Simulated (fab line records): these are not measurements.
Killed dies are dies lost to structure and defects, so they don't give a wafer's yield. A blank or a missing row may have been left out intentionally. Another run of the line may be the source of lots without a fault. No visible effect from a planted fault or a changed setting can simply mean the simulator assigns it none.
fab line records	flow sky130
record lots=11	wafers=33	lastDay=51
route steps=708 shown POLY_CUT@319 SD_P@331 RES_XHIGH@360 LI_CONTACT@362 PAD_OPEN@708
lots untouched by any fault: they come from a run of this same line in which no faults occurred
startH: start of the lot's first displayed wafer, in hours after the record's first day	waitH: time in hours since the lot's previous step	" unchanged from the row above	L1.1+2: a row that stands for several wafers	- no value present, or no start provided	* or withheld: withheld	< > ~ a bound
route shown NAME@n: names a module that has steps shown in the file, with the first one's number in the route	usual: mean/standard deviation taken from wafers without a fault	same: alike in all rows	chamber/n: place in a boat	sites: readings site by site	_std_site: the values' standard deviation	_edge_site: outer sites' mean less inner sites'	radiusMm: how far each site lies from the wafer's centre	mask NAME#n: copy n	behind: tool/chamber where the wafer was last shaped	hold: what put the lot on hold/how long, in hours/how the hold closed	device: names the non-switching transistor (n, p or np)	end of line: tests run on the same wafers once the route is complete	a step given without rows: its recipe and nothing more	killed: at the first sort, the dies lost to defects and structure; wafer yield is something else	map: a wafer's dies, x killed, . not, _ none there
set.NAME: the run value of the setting; set.NAME@STEP: its run value at that earlier step	model.NAME: the simulator's own value behind a step, which no gauge read
the route's steps for a sample of lots (tables are steps, rows are wafers)
services: the hour from which a tool's chamber was out of use, counted from the record's first day as startH (under 0 if before that day), plus the number of hours and why
## steps
# step SKY_POLY_CUT_STRIP_12
# recipe chemistry=O2/N2	powerW=1400	pressureMtorr=1500	platenTempC=withheld	o2FlowSccm=3000	n2FlowSccm=300	overashFraction=0.5
# usual drypumpMotorCurrentA=5.7/0.5	oesProductAu=0.452/0.0047	stripTimeToEndpointS=5.350/0.015
# same overashFraction=0.5
lot.wafer	tool	chamber	startH	waitH	drypumpMotorCurrentA	oesProductAu	rfHoursCounterH	stripTimeToEndpointS
L129.2	plasmaAsher-04	0	577.01	0.0	6.4	0.451	87	5.340
L129.3	"	0	"	"	6.4	0.460	-	5.350
L129.4	"	1	"	"	6.1	0.450	-	5.369
L130.1	plasmaAsher-02	0	591.88	0.0	5.4	0.453	77	5.337
L130.4	"	0	"	"	5.4	0.451	-	5.356
L130.6	"	0	"	"	5.4	0.453	-	5.362
L131.1	plasmaAsher-02	0	607.61	0.0	5.4	0.455	78	5.390
L131.3	"	1	"	"	5.2	0.448	-	5.357
L131.5	"	1	"	"	5.2	0.448	-	5.366
L132.1	plasmaAsher-01	0	611.41	0.0	5.0	0.448	50	5.352
L132.4	"	0	"	"	5.0	0.456	-	5.345
L132.6	"	0	"	"	5.0	0.448	-	5.343
L133.2	plasmaAsher-04	1	612.71	0.0	6.1	0.448	91	5.344
L133.4	"	0	"	"	6.4	0.447	-	5.320
L133.6	"	0	"	"	6.4	0.443	-	5.329
L134.1	plasmaAsher-01	1	617.73	0.0	5.8	0.457	50	5.392
L134.3	"	0	"	"	5.0	0.451	-	5.363
L134.6	"	0	"	"	5.0	0.449	-	5.375
L142.1	plasmaAsher-02	1	687.16	0.0	5.2	0.446	86	5.342
L142.2	"	0	"	"	5.5	0.447	86	5.359
L142.3	"	1	"	"	5.2	0.451	-	5.334
L146.3	plasmaAsher-04	0	721.71	0.1	6.4	0.446	-	5.356
L146.5	"	1	"	"	6.1	0.450	-	5.361
L146.6	"	0	"	"	6.4	0.449	-	5.354
L150.1	plasmaAsher-02	0	743.22	0.0	5.4	0.450	92	5.357
L150.5	"	0	"	"	5.5	0.457	-	5.392
L150.6	"	1	"	"	5.2	0.453	-	5.367
L151.1	plasmaAsher-02	0	750.58	0.0	5.5	0.445	92	5.351
L151.3	"	0	"	"	5.5	0.457	-	5.337
L151.4	"	1	"	"	5.2	0.460	-	5.338
L152.3	plasmaAsher-04	1	752.16	0.1	6.1	0.446	-	5.358
L152.4	"	0	"	"	6.4	0.452	-	5.379
L152.6	"	0	"	"	6.4	0.449	-	5.348
# step SKY_SD_P_TW_MEAS_11
# usual SD_P_TW=2821/23
lot.wafer	tool	chamber	startH	waitH	SD_P_TW
L129.2	filmMetro-04	-	607.71	0.1	2813
L129.3	"	-	"	"	2818
L129.4	"	-	"	"	2819
L130.1	filmMetro-02	-	622.02	0.1	2852
L130.4	"	-	"	"	2856
L130.6	"	-	"	"	2854
L131.1	filmMetro-02	-	637.33	0.1	2855
L131.3	"	-	"	"	2856
L131.5	"	-	"	"	2848
L132.1	filmMetro-04	-	641.47	0.1	2829
L132.4	"	-	"	"	2823
L132.6	"	-	"	"	2829
L133.2	filmMetro-04	-	642.59	0.1	2812
L133.4	"	-	"	"	2819
L133.6	"	-	"	"	2822
L134.1	filmMetro-04	-	647.63	0.1	2808
L134.3	"	-	"	"	2820
L134.6	"	-	"	"	2817
L142.1	filmMetro-04	-	716.53	0.1	2816
L142.2	"	-	"	"	2802
L142.3	"	-	"	"	2814
L146.3	filmMetro-04	-	750.24	0.1	2817
L146.5	"	-	"	"	2803
L146.6	"	-	"	"	2825
L150.1	filmMetro-04	-	770.80	0.1	2813
L150.5	"	-	"	"	2821
L150.6	"	-	"	"	2813
L151.1	filmMetro-02	-	778.47	0.1	2831
L151.3	"	-	"	"	2851
L151.4	"	-	"	"	2840
L152.3	filmMetro-02	-	780.07	0.1	2842
L152.4	"	-	"	"	2831
L152.6	"	-	"	"	2830
# step SKY_SD_N_RS_MEAS_18
# recipe thkMeasGauge=four-point-probe
# usual RES_XHIGH_RS=333.1/1.3
lot.wafer	tool	chamber	startH	waitH	RES_XHIGH_RS[ohm/sq]
L129.2	filmMetro-01	-	667.95	0.1	335.6
L129.3	"	-	"	"	334.1
L129.4	"	-	"	"	335.0
L130.1	filmMetro-01	-	681.27	0.1	335.4
L130.4	"	-	"	"	334.4
L130.6	"	-	"	"	335.4
L131.1	filmMetro-01	-	696.27	0.1	334.1
L131.3	"	-	"	"	333.5
L131.5	"	-	"	"	332.8
L132.1	filmMetro-04	-	699.93	0.1	332.4
L132.4	"	-	"	"	331.3
L132.6	"	-	"	"	331.9
L133.2	filmMetro-01	-	700.16	0.1	333.4
L133.4	"	-	"	"	331.8
L133.6	"	-	"	"	334.3
L134.1	filmMetro-02	-	706.69	0.1	334.5
L134.3	"	-	"	"	333.7
L134.6	"	-	"	"	333.4
L142.1	filmMetro-01	-	773.05	0.1	332.6
L142.2	"	-	"	"	332.2
L142.3	"	-	"	"	332.7
L146.3	filmMetro-01	-	805.38	0.1	334.1
L146.5	"	-	"	"	333.6
L146.6	"	-	"	"	333.5
L150.1	filmMetro-01	-	825.72	0.1	333.2
L150.5	"	-	"	"	333.3
L150.6	"	-	"	"	334.0
L151.1	filmMetro-04	-	834.04	0.1	333.3
L151.3	"	-	"	"	333.9
L151.4	"	-	"	"	334.8
L152.3	filmMetro-04	-	834.98	0.1	332.4
L152.4	"	-	"	"	333.3
L152.6	"	-	"	"	333.0
# step SKY_LI_CONTACT_HDPCVD_00
# recipe material=PSG	targetThkNm=930	sigmaOpenFrac=0.3	timeS=155	tempC=600	sih4FlowSccm=60	pressureMtorr=6
lot.wafer	tool	chamber	startH	waitH
L129.2+3+4	hdpcvd-01	1,2,1	668.06	0.0
L130.1+4+6	hdpcvd-02	0,1,0	681.41	0.0
L131.1+3+5	hdpcvd-02	0,1,1	696.41	0.0
L132.1+4+6	hdpcvd-02	0,2,1	700.06	0.0
L133.2+4+6	hdpcvd-01	2,2,1	700.28	0.0
L134.1+3+6	hdpcvd-02	2,1,0	706.83	0.0
L142.1+2+3	hdpcvd-01	0,2,1	773.18	0.0
L146.3+5+6	hdpcvd-02	1,0,1	805.48	0.0
L150.1+5+6	hdpcvd-02	0,1,0	825.86	0.0
L151.1+3+4	hdpcvd-02	2,1,0	834.18	0.0
L152.3+4+6	hdpcvd-02	1,0,2	835.08	0.0
# step SKY_LI_CONTACT_THK_MEAS_01
# recipe reads=PSG_of_LI_CONTACT_HDPCVD_00
# usual LI_CONTACT_HDPCVD_THK=925/10
lot.wafer	tool	chamber	startH	waitH	LI_CONTACT_HDPCVD_THK[nm]
L129.2	filmMetro-01	-	668.18	0.1	936
L129.3	"	-	"	"	926
L129.4	"	-	"	"	928
L130.1	filmMetro-04	-	681.51	0.1	916
L130.4	"	-	"	"	932
L130.6	"	-	"	"	922
L131.1	filmMetro-02	-	696.51	0.1	918
L131.3	"	-	"	"	930
L131.5	"	-	"	"	927
L132.1	filmMetro-02	-	700.17	0.1	918
L132.4	"	-	"	"	918
L132.6	"	-	"	"	921
L133.2	filmMetro-02	-	700.39	0.1	932
L133.4	"	-	"	"	930
L133.6	"	-	"	"	917
L134.1	filmMetro-01	-	706.93	0.1	928
L134.3	"	-	"	"	936
L134.6	"	-	"	"	923
L142.1	filmMetro-04	-	773.29	0.1	327
L142.2	"	-	"	"	934
L142.3	"	-	"	"	294
L146.3	filmMetro-01	-	805.60	0.1	933
L146.5	"	-	"	"	922
L146.6	"	-	"	"	939
L150.1	filmMetro-01	-	825.96	0.1	918
L150.5	"	-	"	"	941
L150.6	"	-	"	"	927
L151.1	filmMetro-04	-	834.28	0.1	912
L151.3	"	-	"	"	937
L151.4	"	-	"	"	903
L152.3	filmMetro-01	-	835.20	0.1	928
L152.4	"	-	"	"	909
L152.6	"	-	"	"	910
# step SKY_LI_CONTACT_CMP_02
# recipe material=PSG	downForcePsi=4	platenRpm=60	padVelocityMS=0.94248
# usual motorCurrentA=11.7/0.89	retainingRingPressureFrac=1.000/0.0055	timeToEndpointS=31.2/2.3
lot.wafer	tool	chamber	startH	waitH	motorCurrentA	retainingRingPressureFrac	timeToEndpointS
L129.4	cmp-01	1	668.23	0.0	12.6	0.996	32.1
L129.2	"	2	"	"	11.6	1.004	33.8
L129.3	"	0	"	"	11.1	1.001	30.5
L130.4	cmp-02	2	681.67	0.1	10.8	1.002	33.2
L130.1	"	3	"	"	10.7	0.990	29.2
L130.6	"	0	"	"	13.4	1.009	30.6
L131.3	cmp-01	3	696.57	0.0	12.7	1.006	30.8
L131.1	"	0	"	"	11.6	1.007	32.5
L131.5	"	0	"	"	11.8	1.008	30.9
L132.4	cmp-02	0	700.23	0.0	13.6	0.988	28.5
L132.1	"	3	"	"	10.4	1.011	28.3
L132.6	"	0	"	"	13.3	0.997	26.3
L133.2	cmp-02	3	700.58	0.2	10.8	0.998	31.0
L133.4	"	0	"	"	14.2	1.002	31.4
L133.6	"	3	"	"	11.0	1.001	31.0
L134.1	cmp-01	2	707.09	0.1	11.6	1.001	31.7
L134.3	"	3	"	"	12.4	1.008	33.4
L134.6	"	1	"	"	11.6	0.999	30.3
L142.3	cmp-01	1	773.35	0.0	12.1	0.998	11.1
L142.2	"	2	"	"	11.0	0.998	33.5
L142.1	"	0	"	"	11.0	1.004	10.9
L146.3	cmp-01	1	805.64	0.0	12.0	0.990	31.1
L146.5	"	1	"	"	11.7	0.996	30.6
L146.6	"	2	"	"	11.3	0.996	37.5
L150.1	cmp-01	1	826.07	0.1	12.3	1.006	28.3
L150.6	"	0	"	"	11.6	1.007	29.7
L150.5	"	1	"	"	12.0	1.008	29.1
L151.1	cmp-02	1	834.34	0.1	11.4	1.009	33.2
L151.4	"	2	"	"	11.0	0.994	31.7
L151.3	"	0	"	"	13.7	0.999	33.0
L152.4	cmp-02	3	835.29	0.1	10.6	0.995	31.5
L152.3	"	1	"	"	11.7	1.005	36.0
L152.6	"	2	"	"	10.7	1.004	32.6
# step SKY_LI_CONTACT_ETCH_15
# recipe target=PSG	chemistry=C4F8/O2/Ar	stopOn=Si	taperDeg=4.15	maskMaterial=KrF-thick	sourceW=1500	biasW=1200	pressureMtorr=40	c4f8FlowSccm=withheld	O2_flow_sccm=6	Ar_flow_sccm=300	timeS=withheld	targetDepthA=6000
# usual biasW=1200/3.6	oesProductAu=0.837/0.0048
lot.wafer	tool	chamber	startH	waitH	biasW	oesProductAu
L129.2	rieDiel-04	1	697.62	0.0	1202	0.834
L129.3	"	2	"	"	1201	0.832
L129.4	"	3	"	"	1196	0.828
L130.1	rieDiel-04	1	710.64	0.0	1196	0.835
L130.4	"	3	"	"	1198	0.841
L130.6	"	2	"	"	1198	0.834
L131.1	rieDiel-03	2	725.34	0.0	1196	0.834
L131.3	"	3	"	"	1202	0.841
L131.5	"	1	"	"	1208	0.834
L132.1	rieDiel-01	0	729.32	0.0	1203	0.828
L132.4	"	3	"	"	1197	0.840
L132.6	"	0	"	"	1201	0.826
L133.2	rieDiel-03	0	729.84	0.0	1196	0.841
L133.4	"	3	"	"	1206	0.836
L133.6	"	3	"	"	1207	0.836
L134.1	rieDiel-03	1	736.34	0.0	1203	0.835
L134.3	"	3	"	"	1192	0.834
L134.6	"	1	"	"	1204	0.839
L142.1	rieDiel-04	3	801.02	0.0	1209	0.633
L142.2	"	2	"	"	1193	0.835
L142.3	"	0	"	"	1199	0.607
L146.3	rieDiel-01	2	833.59	0.0	1204	0.831
L146.5	"	1	"	"	1203	0.841
L146.6	"	0	"	"	1206	0.836
L150.1	rieDiel-03	1	853.54	0.0	1201	0.832
L150.5	"	1	"	"	1201	0.848
L150.6	"	2	"	"	1202	0.835
L151.1	rieDiel-03	1	861.28	0.0	1193	0.828
L151.3	"	2	"	"	1195	0.840
L151.4	"	0	"	"	1198	0.844
L152.3	rieDiel-01	2	862.72	0.0	1198	0.832
L152.4	"	1	"	"	1203	0.837
L152.6	"	2	"	"	1202	0.835
# step SKY_PAD_OPEN_PROBE_99
# usual killed_at_M0_to_M3=44/7.2	killed_at_M4_up=2.9/1.8	killedAtContacts=24/5.2	killedAtFrontEnd=15/4	killedAtOther=0.2/0.49	killedDies=85/9.1	killedOpen=47/6.8	killedShort=38/5.7
# same grossDies=492	killedAtBackSide=0
lot.wafer	tool	chamber	startH	waitH	killed_at_M0_to_M3	killed_at_M4_up	killedAtContacts	killedAtFrontEnd	killedAtOther	killedDies	killedOpen	killedShort
L129.2	prober-02	-	1101.24	0.1	41	5	24	14	0	84	50	34
L129.3	prober-02	-	1101.29	0.2	44	2	26	22	0	94	61	33
L129.4	prober-02	-	1101.34	0.2	35	3	29	15	0	82	46	36
L130.1	prober-01	-	1111.02	0.1	50	1	20	22	0	93	51	42
L130.4	prober-01	-	1111.17	0.2	41	5	17	18	0	81	43	38
L130.6	prober-01	-	1111.27	0.2	43	2	21	19	0	85	57	28
L131.1	prober-02	-	1123.80	0.1	50	2	29	8	0	89	52	37
L131.3	prober-02	-	1123.90	0.2	50	7	24	19	0	100	55	45
L131.5	prober-02	-	1124.00	0.2	50	5	21	9	0	85	52	33
L132.1	prober-01	-	1124.14	0.1	41	2	31	13	0	87	45	42
L132.4	prober-01	-	1124.29	0.2	46	1	23	15	1	86	46	40
L132.6	prober-01	-	1124.39	0.2	62	1	34	8	0	105	57	48
L133.2	prober-02	-	1125.44	0.1	33	7	23	11	1	75	37	38
L133.4	prober-02	-	1125.54	0.2	48	6	24	11	0	89	49	40
L133.6	prober-02	-	1125.64	0.2	44	3	22	17	1	87	44	43
L134.1	prober-01	-	1128.93	0.1	41	7	22	13	0	83	44	39
L134.3	prober-01	-	1129.03	0.2	54	2	27	15	0	98	48	50
L134.6	prober-01	-	1129.18	0.2	47	2	23	14	0	86	53	33
L142.1	prober-01	-	1175.27	0.1	52	2	25	16	1	96	49	47
L142.2	prober-01	-	1175.32	0.1	42	4	18	15	1	80	43	37
L142.3	prober-01	-	1175.37	0.2	45	1	22	20	0	88	48	40
L146.3	prober-01	-	1195.27	0.2	32	2	20	12	2	68	34	34
L146.5	prober-01	-	1195.37	0.2	41	2	11	13	0	67	35	32
L146.6	prober-01	-	1195.42	0.2	38	1	21	20	0	80	41	39
L150.1	prober-01	-	1206.96	0.1	47	3	19	13	2	84	45	39
L150.5	prober-01	-	1207.16	0.2	37	4	23	11	0	75	40	35
L150.6	prober-01	-	1207.21	0.2	29	1	10	15	0	55	31	24
L151.1	prober-02	-	1212.91	0.1	32	2	25	22	0	81	44	37
L151.3	prober-02	-	1213.01	0.2	46	5	22	20	1	94	52	42
L151.4	prober-02	-	1213.06	0.2	40	5	28	9	1	83	50	33
L152.3	prober-01	-	1213.88	0.2	42	3	31	19	0	95	54	41
L152.4	prober-01	-	1213.93	0.2	34	3	21	22	0	80	36	44
L152.6	prober-01	-	1214.03	0.2	39	2	23	11	0	75	38	37
# killed by level:class
L129.2 VIA2:geometricParticle:open=11 LI_CONTACT:geometricParticle:open=9 FIELD_ISO:geometricParticle:short=7 VIA1:geometricParticle:open=7 VIA3:geometricParticle:open=7 CONTACT:geometricParticle:short=6 POLY_GATE:geometricParticle:open=4 CONTACT:geometricParticle:open=4
L129.3 VIA1:geometricParticle:open=17 CONTACT:geometricParticle:open=12 VIA2:geometricParticle:open=8 VIA1:geometricParticle:short=6 LI_CONTACT:geometricParticle:open=6 FIELD_ISO:geometricParticle:short=5 METAL1:geometricParticle:short=5 FIELD_ISO:geometricParticle:open=4
L129.4 LI_CONTACT:geometricParticle:open=14 VIA1:geometricParticle:open=10 VIA1:geometricParticle:short=7 VIA2:geometricParticle:open=7 CONTACT:geometricParticle:open=6 FIELD_ISO:geometricParticle:short=5 LOCAL_INTERCONNECT:geometricParticle:short=5 FIELD_ISO:geometricParticle:open=3
L130.1 VIA1:geometricParticle:open=14 CONTACT:geometricParticle:open=8 METAL3:geometricParticle:short=7 VIA3:geometricParticle:open=7 FIELD_ISO:geometricParticle:open=6 METAL1:geometricParticle:short=6 POLY_GATE:geometricParticle:open=5 LI_CONTACT:geometricParticle:short=5
L130.4 VIA1:geometricParticle:open=10 VIA3:geometricParticle:open=10 FIELD_ISO:geometricParticle:short=9 METAL4:geometricParticle:short=4 CONTACT:geometricParticle:open=4 LI_CONTACT:geometricParticle:open=4 METAL1:geometricParticle:short=4 FIELD_ISO:geometricParticle:open=3
L130.6 VIA1:geometricParticle:open=15 CONTACT:geometricParticle:open=8 FIELD_ISO:geometricParticle:open=6 LI_CONTACT:geometricParticle:open=6 VIA2:geometricParticle:open=6 VIA3:geometricParticle:open=6 FIELD_ISO:geometricParticle:short=4 LI_CONTACT:geometricParticle:short=4
L131.1 VIA3:geometricParticle:open=13 CONTACT:geometricParticle:open=10 VIA1:geometricParticle:open=10 LI_CONTACT:geometricParticle:open=8 METAL2:geometricParticle:short=8 VIA1:geometricParticle:short=5 LOCAL_INTERCONNECT:geometricParticle:short=4 CONTACT:geometricParticle:short=4
L131.3 VIA1:geometricParticle:open=13 LI_CONTACT:geometricParticle:open=9 FIELD_ISO:geometricParticle:open=7 VIA3:geometricParticle:open=7 METAL2:geometricParticle:short=7 VIA1:geometricParticle:short=6 POLY_GATE:geometricParticle:short=5 CONTACT:geometricParticle:open=5
L131.5 VIA1:geometricParticle:open=13 VIA3:geometricParticle:open=10 CONTACT:geometricParticle:open=7 VIA2:geometricParticle:open=7 LI_CONTACT:geometricParticle:open=6 METAL1:geometricParticle:short=6 VIA1:geometricParticle:short=5 METAL2:geometricParticle:short=5
L132.1 CONTACT:geometricParticle:open=10 LI_CONTACT:geometricParticle:open=9 VIA1:geometricParticle:open=9 VIA1:geometricParticle:short=7 VIA2:geometricParticle:open=7 METAL1:geometricParticle:short=5 LOCAL_INTERCONNECT:geometricParticle:short=5 METAL2:geometricParticle:short=5
L132.4 CONTACT:geometricParticle:open=9 VIA2:geometricParticle:open=9 VIA1:geometricParticle:open=6 VIA1:geometricParticle:short=6 POLY_GATE:geometricParticle:open=5 METAL2:geometricParticle:short=5 VIA3:geometricParticle:open=4 POLY_GATE:geometricParticle:short=4
L132.6 VIA1:geometricParticle:open=19 CONTACT:geometricParticle:open=13 METAL2:geometricParticle:short=10 VIA1:geometricParticle:short=10 LI_CONTACT:geometricParticle:open=8 CONTACT:geometricParticle:short=7 VIA2:geometricParticle:open=6 LI_CONTACT:geometricParticle:short=5
L133.2 VIA1:geometricParticle:open=12 CONTACT:geometricParticle:open=7 LI_CONTACT:geometricParticle:open=6 CONTACT:geometricParticle:short=6 FIELD_ISO:geometricParticle:short=5 VIA1:geometricParticle:short=5 METAL2:geometricParticle:short=5 METAL4:geometricParticle:short=5
L133.4 VIA1:geometricParticle:open=14 METAL2:geometricParticle:short=9 LI_CONTACT:geometricParticle:open=8 CONTACT:geometricParticle:open=6 VIA2:geometricParticle:open=6 VIA3:geometricParticle:open=6 METAL1:geometricParticle:short=5 METAL4:geometricParticle:short=4
L133.6 VIA1:geometricParticle:open=12 METAL2:geometricParticle:short=7 LI_CONTACT:geometricParticle:open=6 LOCAL_INTERCONNECT:geometricParticle:short=6 VIA2:geometricParticle:open=6 VIA1:geometricParticle:short=5 LI_CONTACT:geometricParticle:short=4 POLY_GATE:geometricParticle:open=4
L134.1 VIA1:geometricParticle:open=13 CONTACT:geometricParticle:open=10 LI_CONTACT:geometricParticle:short=7 METAL2:geometricParticle:short=6 VIA2:geometricParticle:open=6 METAL4:geometricParticle:short=5 VIA1:geometricParticle:short=4 FIELD_ISO:geometricParticle:short=3
L134.3 VIA3:geometricParticle:open=10 METAL2:geometricParticle:short=9 CONTACT:geometricParticle:short=8 VIA1:geometricParticle:short=8 LI_CONTACT:geometricParticle:open=7 VIA1:geometricParticle:open=7 CONTACT:geometricParticle:open=6 FIELD_ISO:geometricParticle:open=5
L134.6 CONTACT:geometricParticle:open=12 VIA1:geometricParticle:open=10 VIA3:geometricParticle:open=9 VIA2:geometricParticle:open=9 METAL2:geometricParticle:short=7 FIELD_ISO:geometricParticle:open=5 VIA2:geometricParticle:short=5 FIELD_ISO:geometricParticle:short=4
L142.1 VIA2:geometricParticle:open=12 LOCAL_INTERCONNECT:geometricParticle:short=7 CONTACT:geometricParticle:open=7 VIA3:geometricParticle:open=7 POLY_GATE:geometricParticle:short=6 METAL2:geometricParticle:short=6 METAL3:geometricParticle:short=5 METAL1:geometricParticle:short=5
L142.2 VIA3:geometricParticle:open=9 VIA1:geometricParticle:open=7 LI_CONTACT:geometricParticle:open=6 FIELD_ISO:geometricParticle:short=5 LOCAL_INTERCONNECT:geometricParticle:short=5 CONTACT:geometricParticle:open=5 METAL1:geometricParticle:short=5 VIA2:geometricParticle:open=5
L142.3 VIA1:geometricParticle:open=10 FIELD_ISO:geometricParticle:short=8 METAL2:geometricParticle:short=8 VIA2:geometricParticle:open=8 CONTACT:geometricParticle:open=7 LI_CONTACT:geometricParticle:open=5 METAL1:geometricParticle:short=5 VIA3:geometricParticle:open=5
L146.3 CONTACT:geometricParticle:open=7 CONTACT:geometricParticle:short=5 VIA1:geometricParticle:open=5 METAL2:geometricParticle:short=5 FIELD_ISO:geometricParticle:open=4 POLY_GATE:geometricParticle:short=4 METAL1:geometricParticle:short=4 VIA1:geometricParticle:short=4
L146.5 METAL1:geometricParticle:short=7 VIA2:geometricParticle:open=6 CONTACT:geometricParticle:open=6 VIA1:geometricParticle:open=6 METAL2:geometricParticle:short=5 VIA1:geometricParticle:short=4 METAL2:geometricParticle:open=4 FIELD_ISO:geometricParticle:short=3
L146.6 METAL2:geometricParticle:short=8 VIA1:geometricParticle:open=8 FIELD_ISO:geometricParticle:open=7 CONTACT:geometricParticle:open=7 FIELD_ISO:geometricParticle:short=6 LI_CONTACT:geometricParticle:open=6 METAL1:geometricParticle:short=6 CONTACT:geometricParticle:short=4
L150.1 VIA1:geometricParticle:open=9 VIA2:geometricParticle:open=9 CONTACT:geometricParticle:open=7 VIA1:geometricParticle:short=6 LI_CONTACT:geometricParticle:open=5 METAL1:geometricParticle:short=5 VIA3:geometricParticle:short=5 CONTACT:geometricParticle:short=4
L150.5 CONTACT:geometricParticle:open=10 VIA1:geometricParticle:open=7 VIA3:geometricParticle:open=6 FIELD_ISO:geometricParticle:short=5 METAL1:geometricParticle:short=5 VIA1:geometricParticle:short=5 VIA2:geometricParticle:open=5 LI_CONTACT:geometricParticle:short=4
L150.6 VIA3:geometricParticle:open=6 VIA1:geometricParticle:open=5 VIA2:geometricParticle:short=5 FIELD_ISO:geometricParticle:short=4 FIELD_ISO:geometricParticle:open=4 LI_CONTACT:geometricParticle:open=4 VIA2:geometricParticle:open=4 CONTACT:geometricParticle:open=3
L151.1 LI_CONTACT:geometricParticle:open=8 CONTACT:geometricParticle:open=7 FIELD_ISO:geometricParticle:open=6 VIA1:geometricParticle:open=6 METAL2:geometricParticle:short=5 POLY_GATE:geometricParticle:open=4 LOCAL_INTERCONNECT:geometricParticle:short=4 METAL1:geometricParticle:short=4
L151.3 VIA1:geometricParticle:open=10 METAL1:geometricParticle:short=9 VIA3:geometricParticle:open=9 LI_CONTACT:geometricParticle:open=7 FIELD_ISO:geometricParticle:open=6 FIELD_ISO:geometricParticle:short=6 CONTACT:geometricParticle:short=5 VIA1:geometricParticle:short=4
L151.4 CONTACT:geometricParticle:open=12 VIA1:geometricParticle:open=8 LI_CONTACT:geometricParticle:open=7 METAL1:geometricParticle:short=7 VIA2:geometricParticle:open=7 VIA3:geometricParticle:open=6 METAL2:geometricParticle:short=5 CONTACT:geometricParticle:short=4
L152.3 CONTACT:geometricParticle:open=11 VIA2:geometricParticle:open=10 LI_CONTACT:geometricParticle:open=7 VIA1:geometricParticle:open=7 POLY_GATE:geometricParticle:open=6 FIELD_ISO:geometricParticle:short=5 LOCAL_INTERCONNECT:geometricParticle:short=5 VIA1:geometricParticle:short=5
L152.4 VIA1:geometricParticle:open=7 POLY_GATE:geometricParticle:open=7 CONTACT:geometricParticle:open=7 METAL2:geometricParticle:short=6 POLY_GATE:geometricParticle:short=5 VIA1:geometricParticle:short=5 FIELD_ISO:geometricParticle:short=4 CONTACT:geometricParticle:short=4
L152.6 CONTACT:geometricParticle:open=10 VIA3:geometricParticle:open=10 METAL2:geometricParticle:short=7 VIA1:geometricParticle:short=6 FIELD_ISO:geometricParticle:open=4 LOCAL_INTERCONNECT:geometricParticle:short=4 METAL1:geometricParticle:short=4 VIA2:geometricParticle:open=4
## services
tool	chamber	startH	hours	kind
cmp-01	-	553.26	1.2	repair
rieDiel-03	0	553.71	2.5	repair
cmp-02	-	562.70	2.1	repair
cmp-01	-	570.93	1.8	repair
cmp-02	-	572.07	4.0	pm
cmp-02	-	573.60	2.7	repair
plasmaAsher-02	-	574.75	14.6	pm
hdpcvd-02	2	588.62	8.9	repair
cmp-02	-	634.69	5.4	pm
plasmaAsher-02	-	635.27	2.8	pm
rieDiel-03	2	661.11	2.9	repair
cmp-01	-	663.25	1.7	repair
cmp-01	-	673.23	2.2	repair
hdpcvd-02	-	701.15	2.8	pm
rieDiel-03	3	702.33	9.5	repair
rieDiel-03	1	719.12	2.4	repair
cmp-01	-	722.92	1.6	repair
cmp-01	-	749.50	4.0	pm
cmp-02	-	773.32	1.6	repair
rieDiel-03	-	839.53	4.9	repair
cmp-02	-	844.01	6.1	repair
cmp-01	-	853.43	0.9	repair
rieDiel-03	3	858.05	14.4	repair
cmp-02	-	862.74	19.6	pm
## key
firstSign step=SKY_LI_CONTACT_THK_MEAS_01	reading=LI_CONTACT_HDPCVD_THK	direction=down	sigmas=62	usual=925	struck=310
effect step=SKY_LI_CONTACT_CMP_02	reading=timeToEndpointS	direction=down	sigmas=8.9	usual=*	struck=*
effect step=SKY_LI_CONTACT_ETCH_15	reading=oesProductAu	direction=down	sigmas=45	usual=0.837	struck=0.620
metAt SKY_LI_CONTACT_HDPCVD_00
struckLots L142
struckWafers L142.1,L142.3
testerLeftOut L142
notActingAt SKY_POLY_CUT_STRIP_12,SKY_SD_P_TW_MEAS_11,SKY_SD_N_RS_MEAS_18
onsetBetween 700.28 773.18
fault kind=processParameterDrift	tool=hdpcvd-01	chamber=-	onsetH=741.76	steps=SKY_LI_CONTACT_HDPCVD_00	channel=targetThkNm	offset=-619.33	shape=step	endH=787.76	scope=struckWafersOnly	actsIn=theseRecipesOnly	stated=930
# testerLeftOut: of these lots the tester's yield and bins aren't shown, on N5 and GAA mostly nor the transistor test; their killed dies are dies lost to structure and defects alone, not to doping, threshold or leakage, so they don't give the yield
